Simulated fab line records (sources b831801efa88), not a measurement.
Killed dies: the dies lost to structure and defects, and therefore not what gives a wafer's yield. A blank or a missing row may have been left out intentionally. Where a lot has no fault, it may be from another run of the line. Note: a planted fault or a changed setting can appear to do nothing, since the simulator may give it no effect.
Struck lot and sound lot, side by side || flow sky130 || 40 out of 708 route steps
Sound: wafers L521.1, L521.5, L521.6. The struck wafers were L524.2, L524.3, L524.4. The cause is named last.
At each step with rows: each side's tool, then ch and its chambers, then its first start. Under that, the readings that differ: sound wafers || struck wafers || difference of the means || sigmas: that difference in standard deviations of wafers without a fault.
alike: a reading whose means differ by less than 2 such deviations, as well as words and numbers matching on both sides. not compared: withheld readings; readings where some wafer has no value; bounds like >300 that might hide an equal value; numbers whose values overlap and for which the record gives no deviation.
Wherever a step has rows on one side only, a row that says differs or no value, or a row with sigmas, the two part there. Numbers that have no deviation but don't overlap get no sigmas and don't part them. A reading missing from all wafers of one side parts the sides only when that side holds two or more wafers.

SKY_POLY_GATE_ETCH_15: etches BARC in N2/H2, stops on SiO2, time 118.5 s, target depth 110 nm.
  sound on rie_diel-01 ch 0,2,3, day 17 19:46; struck on rie_diel-04 ch 0,1,2, day 19 11:20
  alike: drypump_motor_current_A, oes_product_au, throttle_valve_pct
  not compared: rf_hours_counter_h
SKY_POLY_GATE_ETCH_16: etches Si3N4 in CH3F/O2, stops on poly-Si, time 147.5 s, target depth 75 nm.
  sound on rie_diel-01 ch 0,2,3, day 17 19:51; struck on rie_diel-04 ch 0,1,2, day 19 11:25
  alike: drypump_motor_current_A, oes_product_au, throttle_valve_pct
  not compared: rf_hours_counter_h
SKY_POLY_GATE_ETCH_17: etches poly-Si in HBr/Cl2, stops on SiO2, target depth 180 nm, time 70.5 s.
  sound on rie_si-02 ch 0,1, day 17 19:57; struck on rie_si-02 ch 0,1,3, day 19 11:31
  alike: drypump_motor_current_A, oes_product_au, throttle_valve_pct
  not compared: rf_hours_counter_h
then, 3 steps without rows for these wafers: SKY_POLY_GATE_STRIP_18 (strips in O2/N2); SKY_POLY_GATE_CLEAN_19 (cleans in SC1/SC2, time 150 s); SKY_POLY_GATE_OXIDATION_20 (stabilise 600 s, purge 300 s, target thk 4 nm).
SKY_POLY_GATE_THK_MEAS_21:
  struck on film_metro-04, day 19 13:53; sound on film_metro-02, day 17 21:34
  alike: POLY_GATE_OXIDATION_THK
SKY_POLY_GATE_CD_MEAS_22:
  struck on cd_sem-02, day 19 13:58; sound on cd_sem-02, day 17 21:38
  alike: cd_nm
then, 4 steps without rows for these wafers: SKY_LDD_N_DEHYDRATE_00 (time 60 s); SKY_LDD_N_HMDS_01 (prime time 60 s); SKY_LDD_N_COAT_02 (resist thk 300 nm); SKY_LDD_N_SOFTBAKE_03 (time 60 s).
SKY_LDD_N_EXPOSE_04: exposes mask NTM, target cd 840 nm.
  sound on iline_stepper-01 ch 0, day 18 12:59; struck on iline_stepper-01 ch 0, day 20 06:01
{"reading": "mask", "sound": "NTM#0 NTM#0 NTM#0", "struck": "PSDM#0 PSDM#0 PSDM#0", "difference": "differs", "sigmas": ""}
then, 2 steps without rows for these wafers: SKY_LDD_N_PEB_05; SKY_LDD_N_DEVELOP_06 (develop time 60 s).
SKY_LDD_N_OVL_MEAS_07:
  struck on overlay-02, day 20 20:43; sound on overlay-02, day 19 04:10
{"reading": "LDD_N_OVL (nm)", "sound": "0.0 -1.1 -1.9", "struck": "- - -", "difference": "no value on the struck wafers", "sigmas": ""}
then, 8 steps without rows for these wafers: SKY_LDD_N_IMPLANT_08; SKY_LDD_N_IMPLANT_09; SKY_LDD_N_IMPLANT_10; SKY_LDD_N_IMPLANT_11; SKY_LDD_N_IMPLANT_12; SKY_LDD_N_IMPLANT_13; SKY_LDD_N_IMPLANT_14; SKY_LDD_N_IMPLANT_15.
SKY_LDD_N_STRIP_16: strips in O2/N2.
  sound on plasma_asher-04 ch 0,1, day 19 05:24; struck on plasma_asher-03 ch 0,1, day 20 21:57
  alike: drypump_motor_current_A, oes_product_au, strip_time_to_endpoint_s
  not compared: rf_hours_counter_h
SKY_LDD_N_TW_MEAS_17:
  struck on film_metro-03, day 20 22:04; sound on film_metro-03, day 19 05:30
{"reading": "LDD_N_TW", "sound": "2581 2576 2584", "struck": "30 30 30", "difference": -2550, "sigmas": -98}
then, 7 steps without rows for these wafers: SKY_LDD_P_DEHYDRATE_00 (time 60 s); SKY_LDD_P_HMDS_01 (prime time 60 s); SKY_LDD_P_COAT_02 (resist thk 1140 nm); SKY_LDD_P_SOFTBAKE_03 (time 60 s); SKY_LDD_P_EXPOSE_04 (exposes mask PSDM, target cd 380 nm); SKY_LDD_P_PEB_05; SKY_LDD_P_DEVELOP_06 (develop time 60 s).
SKY_LDD_P_CD_MEAS_07: the cd target is 380 nm.
  struck on cd_sem-01, day 22 04:50; sound on cd_sem-01, day 20 12:43
  alike: cd_nm
SKY_LDD_P_OVL_MEAS_08:
  struck on overlay-01, day 22 04:56; sound on overlay-02, day 20 12:50
  alike: LDD_P_OVL
following that, these wafers have no rows for 1 step: SKY_LDD_P_IMPLANT_09.
SKY_LDD_P_STRIP_10: strips in O2/N2.
  sound on plasma_asher-02 ch 0,1, day 20 13:01; struck on plasma_asher-01 ch 0,1, day 22 05:07
  alike: drypump_motor_current_A, oes_product_au, strip_time_to_endpoint_s
  not compared: rf_hours_counter_h
SKY_LDD_P_TW_MEAS_11:
  struck on film_metro-04, day 22 05:14; sound on film_metro-02, day 20 13:07
{"reading": "LDD_P_TW", "sound": "626 629 629", "struck": "2587 2594 2595", "difference": "+1964", "sigmas": "+99 or more"}
then, 1 step without rows for these wafers: SKY_LDD_HVN_DEHYDRATE_00 (time 60 s).
-- here the record skips 26 days between the struck wafers' starts before and after, leaving off in module LDD_HVN and picking up in module PAD_OPEN (first step shown: number 708 of the route) --
SKY_PAD_OPEN_PROBE_99:
  record: rows for the struck wafers here (prober-01, day 48 00:38), none for the sound ones

== WHERE THEY PART ==
First at SKY_LDD_N_EXPOSE_04; last, within this record, at SKY_PAD_OPEN_PROBE_99.

WHY: whatever the simulator had introduced
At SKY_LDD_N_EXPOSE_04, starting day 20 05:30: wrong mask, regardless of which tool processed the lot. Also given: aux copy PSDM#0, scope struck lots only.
